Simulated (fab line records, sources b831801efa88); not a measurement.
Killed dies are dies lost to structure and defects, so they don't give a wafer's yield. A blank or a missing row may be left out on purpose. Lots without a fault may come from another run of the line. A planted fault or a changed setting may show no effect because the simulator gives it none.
fab line records | flow gf180mcu | part 1 of 2: steps 1 to 45 of 46
record lots=6 wafers=18 last_day=34
route steps=602 shown DNWELL@38 NWELL@42 LVPWELL@54 MVSD@66 MVPSD@78 V1@351 PASSIVATION@602
lots that met no fault: from a run of the same line without faults
start_h: hours from the record's first day to the start of the lot's first wafer shown | wait_h: hours since the lot's step before | " the same as in the row above | L1.1+2: a row that stands for several wafers | - no value, or no start given | * or withheld: withheld | < > ~ a bound
route shown NAME@n: a module of which the file shows steps, and the number in the route of the first | usual: mean/standard deviation of fault-free wafers | same: alike in all rows | chamber/n: place in a boat | sites: the reading at each site | _std_site: their standard deviation | _edge_site: outer sites' mean less inner sites' | radius_mm: how far each site lies from the wafer's centre | mask NAME#n: copy n | behind: the tool/chamber that last shaped the wafer | hold: why the lot was held/for how many hours/how that ended | device: the transistor (n, p or np) that didn't switch | end of line: the same wafers' tests at the end of the route | a step without rows: its recipe alone | killed: dies lost to structure and defects at the first sort, not the wafer's yield | map: a wafer's dies, x killed, . not, _ none there
set.NAME: the setting as run; set.NAME@STEP: as run at that earlier step | model.NAME: the simulator's own value behind a step, which no gauge read
lots at some steps of the route; a table a step, a row a wafer
services: from which hour (start_h, from the record's first day; less than 0 if before it) a tool's chamber was out of use, for how many hours, and why
## steps
# step GF_DNWELL_DEVELOP_06
# recipe wall_angle_deg=90 develop_time_s=60 dev_temp_c=23
# step GF_DNWELL_IMPLANT_07
# recipe species=P energy_kev=1500 dose_cm2=1e+13 tilt_deg=0
# step GF_DNWELL_STRIP_08
# recipe chemistry=O2/N2 power_w=1400 pressure_mtorr=1500 platen_temp_c=250 o2_flow_sccm=3000 n2_flow_sccm=300 overash_fraction=0.5
# usual drypump_motor_current_A=5.6/0.37 heater_power_w=344/20 n2_flow_sccm=300.1/0.85 oes_product_au=0.722/0.0044 strip_time_to_endpoint_s=36.93/0.095
# same overash_fraction=0.5
# columns lot.wafer tool chamber start_h wait_h drypump_motor_current_A heater_power_w n2_flow_sccm oes_product_au rf_hours_counter_h strip_time_to_endpoint_s
L145.1 plasma_asher-02 1 43.00 0.1 5.1 344 300.0 0.726 38 36.83
L145.3 " 0 " " 6.0 348 301.0 0.718 - 36.97
L145.5 " 0 " " 5.9 350 300.5 0.728 - 36.89
L150.1 plasma_asher-02 0 70.30 0.1 5.9 348 299.8 0.725 41 36.85
L150.2 " 1 " " 5.1 337 299.6 0.725 41 36.75
L150.3 " 0 " " 5.9 348 299.7 0.717 - 36.82
L153.2 plasma_asher-01 1 86.73 0.1 5.9 333 300.6 0.726 44 36.93
L153.4 " 1 " " 5.9 330 300.4 0.727 - 37.08
L153.6 " 0 " " 5.3 305 301.2 0.731 - 36.99
L161.1 plasma_asher-01 0 132.30 0.1 5.3 312 299.5 0.724 47 37.06
L161.4 " 0 " " 5.2 315 300.3 0.730 - 37.01
L161.5 " 1 " " 5.9 321 298.5 0.726 - 37.05
L162.3 plasma_asher-02 0 141.46 0.1 5.9 348 301.0 0.719 - 36.96
L162.5 " 1 " " 5.1 347 299.8 0.723 - 37.00
L162.6 " 0 " " 5.9 357 300.7 0.720 - 37.01
L167.4 plasma_asher-03 0 160.73 0.1 5.5 326 302.1 0.716 - 36.92
L167.5 " 0 " " 5.5 326 300.4 0.720 - 36.98
L167.6 " 1 " " 5.9 376 299.4 0.724 - 37.10
# step GF_DNWELL_TW_MEAS_09
# usual DNWELL_TW=1342/12
# columns lot.wafer tool chamber start_h wait_h DNWELL_TW
L145.1 film_metro-02 - 43.10 0.1 1349
L145.3 " - " " 1342
L145.5 " - " " 1341
L150.1 film_metro-03 - 70.40 0.1 1347
L150.2 " - " " 1344
L150.3 " - " " 1341
L153.2 film_metro-02 - 86.84 0.1 1341
L153.4 " - " " 1340
L153.6 " - " " 1336
L161.1 film_metro-04 - 132.40 0.1 1345
L161.4 " - " " 1347
L161.5 " - " " 1350
L162.3 film_metro-02 - 141.55 0.1 1326
L162.5 " - " " 1333
L162.6 " - " " 1327
L167.4 film_metro-04 - 160.83 0.1 1353
L167.5 " - " " 1349
L167.6 " - " " 1352
# step GF_NWELL_DEHYDRATE_00
# recipe temp_c=200 time_s=60
# step GF_NWELL_HMDS_01
# recipe prime_time_s=60 prime_temp_c=120
# step GF_NWELL_COAT_02
# recipe spin_rpm=2000 resist_thk_nm=3000
# step GF_NWELL_SOFTBAKE_03
# recipe temp_c=110.7 time_s=withheld
# step GF_NWELL_EXPOSE_04
# recipe mask_id=Nwell target_cd_nm=860 na=0.6 source_shape=conventional sigma_outer=0.6 dose_mj=260
# step GF_NWELL_PEB_05
# recipe temp_c=115 time_s=withheld
# step GF_NWELL_DEVELOP_06
# recipe wall_angle_deg=90 develop_time_s=60 dev_temp_c=23
# step GF_NWELL_OVL_MEAS_07
# usual NWELL_OVL=-1.6/1.5
# columns lot.wafer tool chamber start_h wait_h NWELL_OVL[nm]
L145.1 overlay-01 - 55.43 - 0.0
L145.3 " - " " -0.9
L145.5 " - " " -0.8
L150.1 overlay-02 - 84.38 - -2.5
L150.2 " - " " -1.8
L150.3 " - " " -1.0
L153.2 overlay-01 - 100.77 - -2.6
L153.4 " - " " -2.2
L153.6 " - " " -1.8
L161.1 overlay-01 - 147.72 - -3.0
L161.4 " - " " -3.5
L161.5 " - " " -2.5
L162.3 overlay-01 - 156.49 - -0.6
L162.5 " - " " -1.7
L162.6 " - " " 0.5
L167.4 overlay-02 - 176.64 - -0.9
L167.5 " - " " 2.2
L167.6 " - " " 0.8
# step GF_NWELL_IMPLANT_08
# recipe species=P energy_kev=450 dose_cm2=1.5e+13 tilt_deg=0
# usual beam_on_s=10.01/0.21 dose_ions_cm2=1.4997e+13/1.5e+10 faraday_current_uA=84.5/1.8
# columns lot.wafer tool chamber start_h wait_h beam_on_s dose_ions_cm2 faraday_current_uA
L145.1 implanter-04 0 55.46 0.0 10.17 1.499e+13 83.3
L145.3 " 0 " " 10.15 1.4988e+13 83.5
L145.5 " 0 " " 10.10 1.4968e+13 83.8
L150.1 implanter-04 0 84.41 0.0 7.53 1.5003e+13 112.6
L150.2 " 0 " " 7.56 1.4992e+13 112.1
L150.3 " 0 " " 7.84 1.499e+13 108.0
L153.2 implanter-04 0 100.83 0.0 7.95 1.5004e+13 106.4
L153.4 " 0 " " 7.88 1.4979e+13 107.3
L153.6 " 0 " " 7.95 1.4973e+13 105.9
L161.1 implanter-03 0 147.75 0.0 10.15 1.4988e+13 83.3
L161.4 " 0 " " 9.85 1.4956e+13 86.0
L161.5 " 0 " " 10.18 1.5007e+13 83.1
L162.3 implanter-01 0 156.56 0.1 9.73 1.4976e+13 86.6
L162.5 " 0 " " 9.77 1.5e+13 86.1
L162.6 " 0 " " 10.19 1.4976e+13 82.9
L167.4 implanter-03 0 176.74 0.1 10.12 1.4996e+13 83.8
L167.5 " 0 " " 9.87 1.4985e+13 86.0
L167.6 " 0 " " 9.74 1.4999e+13 86.6
# step GF_NWELL_IMPLANT_09
# recipe species=P energy_kev=160 dose_cm2=4e+12 tilt_deg=0
# step GF_NWELL_STRIP_10
# recipe chemistry=O2/N2 power_w=1400 pressure_mtorr=1500 platen_temp_c=250 o2_flow_sccm=3000 n2_flow_sccm=300 overash_fraction=0.5
# usual drypump_motor_current_A=5.55/0.26 heater_power_w=331/21 n2_flow_sccm=300.0/0.94 oes_product_au=0.722/0.0046 strip_time_to_endpoint_s=36.88/0.11
# same overash_fraction=0.5
# columns lot.wafer tool chamber start_h wait_h drypump_motor_current_A heater_power_w n2_flow_sccm oes_product_au rf_hours_counter_h strip_time_to_endpoint_s
L145.1 plasma_asher-01 1 55.76 0.1 5.93 328 298.7 0.724 40 36.98
L145.3 " 1 " " 5.92 322 300.1 0.721 - 36.92
L145.5 " 1 " " 5.90 320 299.1 0.719 - 36.95
L150.1 plasma_asher-01 0 84.71 0.1 5.25 306 299.1 0.719 43 36.82
L150.2 " 1 " " 5.93 325 300.1 0.719 43 36.81
L150.3 " 0 " " 5.25 310 298.0 0.726 - 36.79
L153.2 plasma_asher-03 0 101.10 0.1 5.50 327 302.0 0.723 45 36.90
L153.4 " 0 " " 5.52 323 303.2 0.723 - 36.96
L153.6 " 1 " " 5.90 394 299.5 0.720 - 36.99
L161.1 plasma_asher-04 1 148.05 0.1 5.41 336 299.2 0.733 36 37.10
L161.4 " 0 " " 5.37 311 299.1 0.723 - 37.08
L161.5 " 1 " " 5.40 335 300.2 0.719 - 37.13
L162.3 plasma_asher-01 1 156.85 0.1 5.93 340 300.3 0.724 - 36.86
L162.5 " 1 " " 5.95 332 299.4 0.723 - 36.87
L162.6 " 0 " " 5.25 314 298.6 0.722 - 36.77
L167.4 plasma_asher-04 0 177.00 0.1 5.39 324 299.4 0.725 - 37.01
L167.5 " 1 " " 5.44 341 300.2 0.725 - 37.06
L167.6 " 0 " " 5.37 316 300.0 0.721 - 37.04
# step GF_NWELL_TW_MEAS_11
# usual NWELL_TW=1572/17
# columns lot.wafer tool chamber start_h wait_h NWELL_TW
L145.1 film_metro-03 - 55.86 0.1 1563
L145.3 " - " " 1558
L145.5 " - " " 1564
L150.1 film_metro-01 - 84.81 0.1 1477
L150.2 " - " " 1474
L150.3 " - " " 1471
L153.2 film_metro-02 - 101.21 0.1 1453
L153.4 " - " " 1444
L153.6 " - " " 1446
L161.1 film_metro-02 - 148.15 0.1 1546
L161.4 " - " " 1548
L161.5 " - " " 1546
L162.3 film_metro-01 - 156.93 0.1 1588
L162.5 " - " " 1587
L162.6 " - " " 1584
L167.4 film_metro-01 - 177.09 0.1 1575
L167.5 " - " " 1585
L167.6 " - " " 1585
# step GF_LVPWELL_DEHYDRATE_00
# recipe temp_c=200 time_s=60
# step GF_LVPWELL_HMDS_01
# recipe prime_time_s=60 prime_temp_c=120
# step GF_LVPWELL_COAT_02
# recipe spin_rpm=2000 resist_thk_nm=3000
# step GF_LVPWELL_SOFTBAKE_03
# recipe temp_c=110 time_s=withheld
# step GF_LVPWELL_EXPOSE_04
# recipe mask_id=LVPWELL target_cd_nm=600 na=0.6 source_shape=conventional sigma_outer=0.6 dose_mj=260
# step GF_LVPWELL_PEB_05
# recipe temp_c=115 time_s=withheld
# step GF_LVPWELL_DEVELOP_06
# recipe wall_angle_deg=90 develop_time_s=60 dev_temp_c=23
# step GF_LVPWELL_OVL_MEAS_07
# usual LVPWELL_OVL=-0.2/1.2
# columns lot.wafer tool chamber start_h wait_h LVPWELL_OVL[nm]
L145.1 overlay-02 - 68.90 - -1.9
L145.3 " - " " -1.4
L145.5 " - " " 0.4
L150.1 overlay-02 - 98.82 - 0.5
L150.2 " - " " 0.5
L150.3 " - " " 0.2
L153.2 overlay-02 - 118.76 - 0.7
L153.4 " - " " 0.1
L153.6 " - " " 0.9
L161.1 overlay-01 - 163.05 - -1.2
L161.4 " - " " -2.0
L161.5 " - " " -0.9
L162.3 overlay-02 - 172.33 - -1.2
L162.5 " - " " -2.4
L162.6 " - " " -1.2
L167.4 overlay-01 - 194.12 - -0.6
L167.5 " - " " -0.8
L167.6 " - " " -0.5
# step GF_LVPWELL_IMPLANT_08
# recipe species=B energy_kev=170 dose_cm2=1.5e+13 tilt_deg=0
# step GF_LVPWELL_IMPLANT_09
# recipe species=B energy_kev=60 dose_cm2=5e+12 tilt_deg=0
# step GF_LVPWELL_STRIP_10
# recipe chemistry=O2/N2 power_w=1400 pressure_mtorr=1500 platen_temp_c=250 o2_flow_sccm=3000 n2_flow_sccm=300 overash_fraction=0.5
# usual drypump_motor_current_A=5.5/0.34 heater_power_w=332/13 n2_flow_sccm=300.1/0.89 oes_product_au=0.723/0.0043 strip_time_to_endpoint_s=36.95/0.12
# same overash_fraction=0.5
# columns lot.wafer tool chamber start_h wait_h drypump_motor_current_A heater_power_w n2_flow_sccm oes_product_au rf_hours_counter_h strip_time_to_endpoint_s
L145.1 plasma_asher-02 0 69.24 0.1 5.9 355 300.1 0.731 41 36.84
L145.3 " 1 " " 5.1 334 298.7 0.713 - 36.92
L145.5 " 1 " " 5.0 344 298.7 0.719 - 36.95
L150.1 plasma_asher-02 0 99.15 0.1 5.9 353 301.0 0.720 44 36.84
L150.2 " 1 " " 5.1 336 301.3 0.721 44 36.85
L150.3 " 0 " " 6.0 345 299.2 0.735 - 36.90
L153.2 plasma_asher-04 0 119.09 0.1 5.4 310 299.1 0.725 33 36.90
L153.4 " 1 " " 5.4 335 301.2 0.730 - 36.92
L153.6 " 1 " " 5.5 344 300.8 0.727 - 36.95
L161.1 plasma_asher-02 0 163.38 0.1 6.0 346 298.3 0.719 51 37.10
L161.4 " 0 " " 6.0 356 299.5 0.718 - 37.07
L161.5 " 0 " " 5.9 350 300.5 0.713 - 37.08
L162.3 plasma_asher-02 1 172.69 0.1 5.1 346 299.9 0.729 - 36.98
L162.5 " 1 " " 5.1 337 301.2 0.727 - 36.98
L162.6 " 0 " " 6.0 349 300.2 0.725 - 36.97
L167.4 plasma_asher-02 1 194.47 0.1 5.1 344 299.6 0.720 - 37.05
L167.5 " 0 " " 5.9 348 300.9 0.719 - 36.96
L167.6 " 1 " " 5.1 340 298.5 0.719 - 37.04
# step GF_LVPWELL_TW_MEAS_11
# usual LVPWELL_TW=557/5.9
# columns lot.wafer tool chamber start_h wait_h LVPWELL_TW
L145.1 film_metro-01 - 69.34 0.1 567
L145.3 " - " " 567
L145.5 " - " " 566
L150.1 film_metro-03 - 99.25 0.1 556
L150.2 " - " " 557
L150.3 " - " " 555
L153.2 film_metro-01 - 119.20 0.1 567
L153.4 " - " " 568
L153.6 " - " " 564
L161.1 film_metro-01 - 163.96 0.5 564
L161.4 " - " " 567
L161.5 " - " " 563
L162.3 film_metro-02 - 172.77 0.1 552
L162.5 " - " " 551
L162.6 " - " " 551
L167.4 film_metro-01 - 194.57 0.1 563
L167.5 " - " " 565
L167.6 " - " " 565
# step GF_MVSD_DEHYDRATE_00
# recipe temp_c=200 time_s=60
# step GF_MVSD_HMDS_01
# recipe prime_time_s=60 prime_temp_c=120
# step GF_MVSD_COAT_02
# recipe spin_rpm=2000 resist_thk_nm=3000
# step GF_MVSD_SOFTBAKE_03
# recipe temp_c=110 time_s=withheld
# step GF_MVSD_EXPOSE_04
# recipe mask_id=MVSD target_cd_nm=1000 na=0.6 source_shape=conventional sigma_outer=0.6 dose_mj=260
# step GF_MVSD_PEB_05
# recipe temp_c=115 time_s=withheld
# step GF_MVSD_DEVELOP_06
# recipe wall_angle_deg=90 develop_time_s=60 dev_temp_c=23
# step GF_MVSD_OVL_MEAS_07
# usual MVSD_OVL=0.7/1.5
# columns lot.wafer tool chamber start_h wait_h MVSD_OVL[nm]
L145.1 overlay-01 - 82.68 - 0.6
L145.3 " - " " 0.9
L145.5 " - " " -0.4
L150.1 overlay-02 - 118.98 - 2.0
L150.2 " - " " 2.0
L150.3 " - " " 3.0
L153.2 overlay-01 - 133.68 - 0.6
L153.4 " - " " -1.0
L153.6 " - " " 2.3
L161.1 overlay-02 - 180.03 - 0.2
L161.4 " - " " -0.2
L161.5 " - " " 1.2
L162.3 overlay-02 - 189.98 - 0.4
L162.5 " - " " -0.6
L162.6 " - " " -1.0
L167.4 overlay-01 - 211.86 - 0.7
L167.5 " - " " 0.4
L167.6 " - " " 0.9
# step GF_MVSD_IMPLANT_08
# recipe species=P energy_kev=400 dose_cm2=1.637e+13 tilt_deg=0
# step GF_MVSD_IMPLANT_09
# recipe species=P energy_kev=100 dose_cm2=5e+12 tilt_deg=0
# step GF_MVSD_STRIP_10
# recipe chemistry=O2/N2 power_w=1400 pressure_mtorr=1500 platen_temp_c=250 o2_flow_sccm=3000 n2_flow_sccm=300 overash_fraction=0.5
# usual drypump_motor_current_A=5.56/0.28 heater_power_w=342/23 n2_flow_sccm=300.1/0.83 oes_product_au=0.723/0.005 strip_time_to_endpoint_s=36.94/0.095
# same overash_fraction=0.5
# columns lot.wafer tool chamber start_h wait_h drypump_motor_current_A heater_power_w n2_flow_sccm oes_product_au rf_hours_counter_h strip_time_to_endpoint_s
L145.1 plasma_asher-04 1 83.01 0.1 5.44 344 301.1 0.727 28 37.10
L145.3 " 0 " " 5.38 309 302.8 0.729 - 37.02
L145.5 " 0 " " 5.36 322 300.5 0.719 - 37.03
L150.1 plasma_asher-02 1 119.31 0.1 5.07 338 299.6 0.722 46 36.91
L150.2 " 0 " " 5.94 353 300.6 0.724 46 36.85
L150.3 " 1 " " 5.07 343 298.7 0.724 - 36.96
L153.2 plasma_asher-03 1 134.01 0.1 5.88 386 300.6 0.721 2 37.19
L153.4 " 0 " " 5.51 316 301.1 0.727 - 36.95
L153.6 " 0 " " 5.53 322 300.7 0.717 - 37.14
L161.1 plasma_asher-02 0 180.36 0.1 5.94 355 300.1 0.727 53 36.93
L161.4 " 1 " " 5.08 327 298.8 0.722 - 36.95
L161.5 " 0 " " 5.94 348 300.6 0.728 - 36.79
L162.3 plasma_asher-04 1 190.34 0.1 5.43 343 301.0 0.723 - 37.15
L162.5 " 0 " " 5.39 312 300.1 0.737 - 37.00
L162.6 " 1 " " 5.43 337 299.8 0.721 - 37.11
L167.4 plasma_asher-04 1 212.22 0.1 5.43 331 300.1 0.723 - 36.93
L167.5 " 1 " " 5.45 342 299.5 0.727 - 36.94
L167.6 " 0 " " 5.41 322 299.2 0.726 - 36.88
# step GF_MVSD_TW_MEAS_11
# usual MVSD_TW=1587/17
# columns lot.wafer tool chamber start_h wait_h MVSD_TW
L145.1 film_metro-02 - 83.11 0.1 1578
L145.3 " - " " 1576
L145.5 " - " " 1565
L150.1 film_metro-01 - 119.41 0.1 1610
L150.2 " - " " 1609
L150.3 " - " " 1615
L153.2 film_metro-01 - 134.12 0.1 1596
L153.4 " - " " 1599
L153.6 " - " " 1593
L161.1 film_metro-02 - 180.46 0.1 1566
L161.4 " - " " 1555
L161.5 " - " " 1566
L162.3 film_metro-01 - 190.42 0.1 1604
L162.5 " - " " 1594
L162.6 " - " " 1602
L167.4 film_metro-02 - 212.31 0.1 1571
L167.5 " - " " 1586
L167.6 " - " " 1576
# step GF_MVPSD_DEHYDRATE_00
# recipe temp_c=200 time_s=60
# step GF_MVPSD_HMDS_01
# recipe prime_time_s=60 prime_temp_c=120
# step GF_VT_IMPLANT_RS_MEAS_47
# recipe thk_meas_gauge=four-point-probe
# usual NWELL_RS=488.3/1.2
# columns lot.wafer tool chamber start_h wait_h NWELL_RS[ohm/sq]
L145.1 film_metro-02 - 153.24 0.1 487.7
L145.3 " - " " 487.9
L145.5 " - " " 487.7
L150.1 film_metro-01 - 200.00 0.1 561.2
L150.2 " - " " 561.0
L150.3 " - " " 561.6
L153.2 film_metro-02 - 215.32 0.1 561.4
L153.4 " - " " 562.9
L153.6 " - " " 563.9
L161.1 film_metro-02 - 271.39 0.1 489.5
L161.4 " - " " 488.7
L161.5 " - " " 490.9
L162.3 film_metro-03 - 282.81 0.1 487.1
L162.5 " - " " 488.0
L162.6 " - " " 488.5
L167.4 film_metro-02 - 309.38 0.1 487.5
L167.5 " - " " 486.9
L167.6 " - " " 486.0
# step GF_V1_ETCH_16
# recipe chemistry=N2/H2 target_depth_a=withheld overetch_a=withheld time_s=withheld target=BARC ion_energy_ev=200 source_w=500 bias_w=100 pressure_mtorr=30 n2_flow_sccm=100 h2_flow_sccm=200
# usual drypump_motor_current_A=5.6/0.43 n2_flow_sccm=100.01/0.28 oes_product_au=0.854/0.0046 throttle_valve_pct=13.225/0.0097
# columns lot.wafer tool chamber start_h wait_h drypump_motor_current_A n2_flow_sccm oes_product_au throttle_valve_pct model.V1.cd_nm
L145.1 rie_diel-04 2 404.05 0.0 6.1 99.30 0.859 13.213 259.2
L145.3 " 3 " " 5.1 100.02 0.858 13.227 259.1
L145.5 " 3 " " 5.1 100.24 0.854 13.216 259.1
L150.1 rie_diel-02 3 474.05 0.0 5.4 100.27 0.857 13.223 256.1
L150.2 " 0 " " 5.1 100.36 0.856 13.242 255.5
L150.3 " 2 " " 4.8 100.35 0.850 13.213 255
L153.2 rie_diel-04 3 483.57 0.0 5.1 99.81 0.848 13.234 256.1
L153.4 " 2 " " 6.0 99.99 0.859 13.230 256
L153.6 " 1 " " 5.9 100.08 0.854 13.235 256.9
L162.3 rie_diel-02 2 568.30 0.0 4.8 99.57 0.858 13.228 258.8
L162.5 " 1 " " 5.9 100.36 0.858 13.226 259.1
L162.6 " 2 " " 4.8 100.19 0.846 13.225 259.5
L161.1 rie_diel-04 0 569.05 0.0 5.6 99.43 0.860 13.236 260.5
L161.4 " 3 " " 5.1 99.49 0.855 13.234 260.9
L161.5 " 0 " " 5.6 100.03 0.863 13.222 260.9
L167.4 rie_diel-02 2 599.35 0.0 4.8 100.27 0.853 13.220 260.3
L167.5 " 0 " " 5.1 99.78 0.861 13.231 260
L167.6 " 3 " " 5.4 99.96 0.853 13.222 259.4
# step GF_V1_ETCH_17
# recipe chemistry=C4F8/O2/Ar mask_material=KrF target=SiO2 stop_on=TiN source_w=1500 bias_w=1200 pressure_mtorr=40 c4f8_flow_sccm=withheld O2_flow_sccm=6 Ar_flow_sccm=300 time_s=withheld target_depth_a=6300
# usual oes_product_au=0.855/0.0047
# columns lot.wafer tool chamber start_h wait_h oes_product_au model.V1.cd_nm
L145.1 rie_diel-04 2 - - 0.854 258.9
L145.3 " 3 " " 0.850 258.6
L145.5 " 3 " " 0.860 258.3
L150.1 rie_diel-02 3 - - 0.852 255.7
L150.2 " 0 " " 0.855 255.8
L150.3 " 2 " " 0.863 255
L153.2 rie_diel-04 3 - - 0.857 256.3
L153.4 " 2 " " 0.859 256
L153.6 " 1 " " 0.855 256.7
L162.3 rie_diel-02 2 - - 0.850 259.2
L162.5 " 1 " " 0.852 258.8
L162.6 " 2 " " 0.859 259.9
L161.1 rie_diel-04 0 - - 0.854 260.7
L161.4 " 3 " " 0.851 260.5
L161.5 " 0 " " 0.853 260.8
L167.4 rie_diel-02 2 - - 0.857 260.7
L167.5 " 0 " " 0.853 260.2
L167.6 " 3 " " 0.857 258.6
## key
first_sign step=GF_NWELL_IMPLANT_08 reading=faraday_current_uA direction=up sigmas=14 usual=84.5 struck=108.7
effect step=GF_NWELL_IMPLANT_08 reading=beam_on_s direction=down sigmas=11 usual=10.01 struck=7.79
effect step=GF_NWELL_TW_MEAS_11 reading=NWELL_TW direction=down sigmas=6.5 usual=1572 struck=1461
effect step=GF_VT_IMPLANT_RS_MEAS_47 reading=NWELL_RS direction=up sigmas=63 usual=488.3 struck=562.0
model_effect step=GF_V1_ETCH_16 value=V1.cd_nm without=259 struck=255.9
model_effect step=GF_V1_ETCH_17 value=V1.cd_nm without=259 struck=255.9
model_effect step=GF_PASSIVATION_PROBE_99 value=etest.nwell.line_ohm_um without=1142 struck=1391
met_at GF_NWELL_IMPLANT_08
struck_wafers L150.1,L150.2,L150.3,L153.2,L153.4,L153.6
tester_left_out L150,L153
loop_trim step=GF_V1_EXPOSE_11 setting=dose lots=L150,L153
onset_between 55.46 84.41
fault kind=process_parameter_drift tool=implanter-04 chamber=- onset_h=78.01 steps=GF_NWELL_IMPLANT_08 channel=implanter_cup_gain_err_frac offset=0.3 shape=step end_h=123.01
# tester_left_out: of these lots the tester's yield and bins aren't shown, on N5 and GAA mostly nor the transistor test; their killed dies are dies lost to structure and defects alone, not to doping, threshold or leakage, so they don't give the yield
# loop_trim: a control loop set the setting to another value than it would have without faults
